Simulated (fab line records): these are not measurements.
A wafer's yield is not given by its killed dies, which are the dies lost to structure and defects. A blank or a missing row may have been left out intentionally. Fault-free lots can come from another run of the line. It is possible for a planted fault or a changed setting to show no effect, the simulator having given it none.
Check of tool commonality	flow gf180mcu	Lots sampled 12, wafers sampled 36

== WHY THIS WAS OPENED ==
GF_HV_LDD_OVL_MEAS_20, reading HV_LDD_01_OVL: flagged on 2 of 12 lots. No-fault wafers: 0.2 nm, standard deviation 1.4.
Rule: a lot gets a flag if all its wafers with a number sit over 4 standard deviations from that mean, or if no wafer of it has a number. As for the other lots, they are considered sound.

lot	measured	on	HV_LDD_01_OVL (nm), wafer by wafer	flag
L735	day 11 01:40	overlay-01	0.4 0.2 2.5	
L736	day 11 10:20	overlay-01	1.8 2.4 2.0	
L737	day 11 20:25	overlay-02	-0.9 0.8 1.6	
L745	day 14 08:58	overlay-01	-99.0 -98.7 -99.6	FLAGGED
L746	day 14 15:10	overlay-02	-99.3 -99.2 -100.6	FLAGGED
L749	day 15 17:22	overlay-01	1.1 1.8 1.5	
L750	day 15 20:33	overlay-02	1.0 0.9 0.5	
L751	day 16 03:50	overlay-02	0.6 0.6 -1.3	
L752	day 16 09:20	overlay-02	-0.8 -0.6 -0.8	
L753	day 16 19:47	overlay-02	-0.3 0.0 0.2	
L756	day 17 16:04	overlay-02	-2.4 -3.3 -2.9	
L757	day 18 02:23	overlay-01	2.2 0.3 1.4	
Average over the flagged lots: -99.4 nm; offset from the usual -99.6 nm, equal to -71 standard deviations.

== WHICH TOOL EACH LOT WENT THROUGH ==
2 process steps preceding the reading are held in the record, out of 602 steps in the route. Cell contents, in order: the tool; ch with the chambers the sampled wafers went through; the start.
lot	flag	GF_HV_LDD_STRIP_10	GF_HV_LDD_EXPOSE_16
L735		plasmaAsher-01 ch 0,1, day 10 07:46	ilineStepper-02 ch 0, day 10 16:36
L736		plasmaAsher-02 ch 1, day 10 15:49	ilineStepper-01 ch 0, day 11 01:11
L737		plasmaAsher-02 ch 0,1, day 11 02:10	ilineStepper-01 ch 0, day 11 11:16
L745	FLAGGED	plasmaAsher-01 ch 0,1, day 13 12:50	ilineStepper-01 ch 0, day 13 22:47
L746	FLAGGED	plasmaAsher-03 ch 0,1, day 13 19:02	ilineStepper-01 ch 0, day 14 04:55
L749		plasmaAsher-02 ch 0,1, day 14 19:28	ilineStepper-02 ch 0, day 15 06:40
L750		plasmaAsher-02 ch 0,1, day 14 23:18	ilineStepper-02 ch 0, day 15 10:16
L751		plasmaAsher-01 ch 0,1, day 15 06:15	ilineStepper-02 ch 0, day 15 17:28
L752		plasmaAsher-03 ch 0,1, day 15 11:07	ilineStepper-02 ch 0, day 15 22:18
L753		plasmaAsher-03 ch 0,1, day 15 22:01	ilineStepper-02 ch 0, day 16 09:21
L756		plasmaAsher-02 ch 0,1, day 16 17:40	ilineStepper-02 ch 0, day 17 04:58
L757		plasmaAsher-01 ch 0,1, day 17 03:21	ilineStepper-02 ch 0, day 17 14:53
What the steps here do:
- GF_HV_LDD_STRIP_10: strips in O2/N2.
- GF_HV_LDD_EXPOSE_16: exposes mask Pplus LV AREA, target cd 400 nm.
- GF_HV_LDD_OVL_MEAS_20

== FLAGGED OVER TOTAL, TOOL BY TOOL (the gauges that took the reading come last) ==
step	tool	lots run	flagged	share of the flagged lots	sound lots run after its first flagged lot
GF_HV_LDD_STRIP_10	plasmaAsher-01	4	1	some	2 (L751,L757)
GF_HV_LDD_STRIP_10	plasmaAsher-02	5	0	none	-
GF_HV_LDD_STRIP_10	plasmaAsher-03	3	1	some	2 (L752,L753)
GF_HV_LDD_EXPOSE_16	ilineStepper-01	4	2	all	0
GF_HV_LDD_EXPOSE_16	ilineStepper-02	8	0	none	-
GF_HV_LDD_OVL_MEAS_20	overlay-01	5	1	some	2 (L749,L757)
GF_HV_LDD_OVL_MEAS_20	overlay-02	7	1	some	5 (L750,L751,L752,L753,L756)

== WHAT THE TABLE ALLOWS ==
All flagged lots share 1 row of the table, namely ilineStepper-01 at GF_HV_LDD_EXPOSE_16.
- ilineStepper-01 at GF_HV_LDD_EXPOSE_16 ran 4 lots, 2 of them flagged. Last sound lot L737 at day 11 11:16, first flagged lot L745 at day 13 22:47; a fault beginning in between fits.
ilineStepper-01 at GF_HV_LDD_EXPOSE_16 is the single tool remaining.

== WHAT HAD BEEN PUT IN BY THE SIMULATOR ==
Scanner matching overlay: ilineStepper-01, from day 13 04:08 on, at GF_HV_LDD_EXPOSE_16. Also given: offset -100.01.
Struck lots among those shown: L745, L746. The same result came from the rule above.
